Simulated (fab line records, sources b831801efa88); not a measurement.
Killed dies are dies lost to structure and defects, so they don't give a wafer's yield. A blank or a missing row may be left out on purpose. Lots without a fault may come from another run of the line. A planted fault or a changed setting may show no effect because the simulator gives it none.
Tool commonality check | flow gf180mcu | 11 lots, 33 wafers sampled

WHY IT WAS OPENED
At GF_V1_THK_MEAS_03 the reading V1_CVD_02_THK is flagged on 2 of 11 lots. Wafers without a fault read 854 nm, standard deviation 12.
Rule: a lot is flagged when every wafer of it that has a number lies more than 4 standard deviations from that mean, or none has a number. The other lots count as sound.

lot  | measured     | on            | V1_CVD_02_THK (nm), wafer by wafer | flag
L669 | day 17 00:38 | film_metro-02 | 840 836 859                        |
L673 | day 18 11:25 | film_metro-03 | 847 842 870                        |
L676 | day 19 21:51 | film_metro-03 | 849 865 873                        |
L680 | day 21 09:02 | film_metro-01 | 856 879 877                        |
L683 | day 22 10:38 | film_metro-02 | 934 962 947                        | FLAGGED
L684 | day 22 14:40 | film_metro-03 | 853 879 870                        |
L685 | day 22 20:48 | film_metro-01 | 940 942 957                        | FLAGGED
L687 | day 23 11:34 | film_metro-03 | 846 839 853                        |
L689 | day 23 23:05 | film_metro-03 | 862 856 861                        |
L691 | day 24 17:05 | film_metro-01 | 843 852 862                        |
L692 | day 24 21:07 | film_metro-03 | 853 843 841                        |
The numbers of the flagged lots are 947 nm on average: +93 nm against the usual, or +8 standard deviations.

WHICH TOOL RAN EACH LOT
The record holds 1 process step before the reading, out of a route of 602 steps. In each cell: the tool, then ch and the chambers that the sampled wafers went through, then the start.
lot  | flag    | GF_V1_CVD_02
L669 |         | pecvd-03 ch 0,1,2, day 17 00:34
L673 |         | pecvd-02 ch 0,1, day 18 11:21
L676 |         | pecvd-04 ch 0,1, day 19 21:47
L680 |         | pecvd-02 ch 1,2, day 21 08:56
L683 | FLAGGED | pecvd-02 ch 0,1, day 22 10:34
L684 |         | pecvd-03 ch 1,2, day 22 14:36
L685 | FLAGGED | pecvd-02 ch 0,1,2, day 22 20:44
L687 |         | pecvd-03 ch 1,2, day 23 11:30
L689 |         | pecvd-04 ch 0,2, day 23 23:01
L691 |         | pecvd-03 ch 1,2, day 24 17:01
L692 |         | pecvd-03 ch 0,1,2, day 24 21:04
What these steps do:
- GF_V1_CVD_02: deposits SiO2 from TEOS, target thk 850 nm, time 94.851 s.
- GF_V1_THK_MEAS_03

FLAGGED OVER TOTAL, TOOL BY TOOL (the gauges that took the reading come last)
step              | tool          | lots run | flagged | share of the flagged lots | sound lots run after its first flagged lot
GF_V1_CVD_02      | pecvd-02      | 4        | 2       | all                       | 0
GF_V1_CVD_02      | pecvd-03      | 5        | 0       | none                      | -
GF_V1_CVD_02      | pecvd-04      | 2        | 0       | none                      | -
GF_V1_THK_MEAS_03 | film_metro-01 | 3        | 1       | some                      | 1 (L691)
GF_V1_THK_MEAS_03 | film_metro-02 | 2        | 1       | some                      | 0
GF_V1_THK_MEAS_03 | film_metro-03 | 6        | 0       | none                      | -

WHAT THE TABLE ALLOWS
1 row of the table ran every flagged lot: pecvd-02 at GF_V1_CVD_02.
- pecvd-02 at GF_V1_CVD_02: 2 of its 4 lots flagged. Its last sound lot is L680 (day 21 08:56), its first flagged lot L683 (day 22 10:34): a fault that began between those two fits. Its own readings lie more than 4 standard deviations out on every wafer of the flagged lots: rf_fwd_power_W.
One tool is left: pecvd-02 at GF_V1_CVD_02.

WHAT THE SIMULATOR HAD PUT IN
Process parameter drift: pecvd-02, from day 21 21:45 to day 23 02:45, at GF_V1_CVD_02. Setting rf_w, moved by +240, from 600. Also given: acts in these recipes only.
Lots struck among those shown: L683, L685. The rule above found the same.
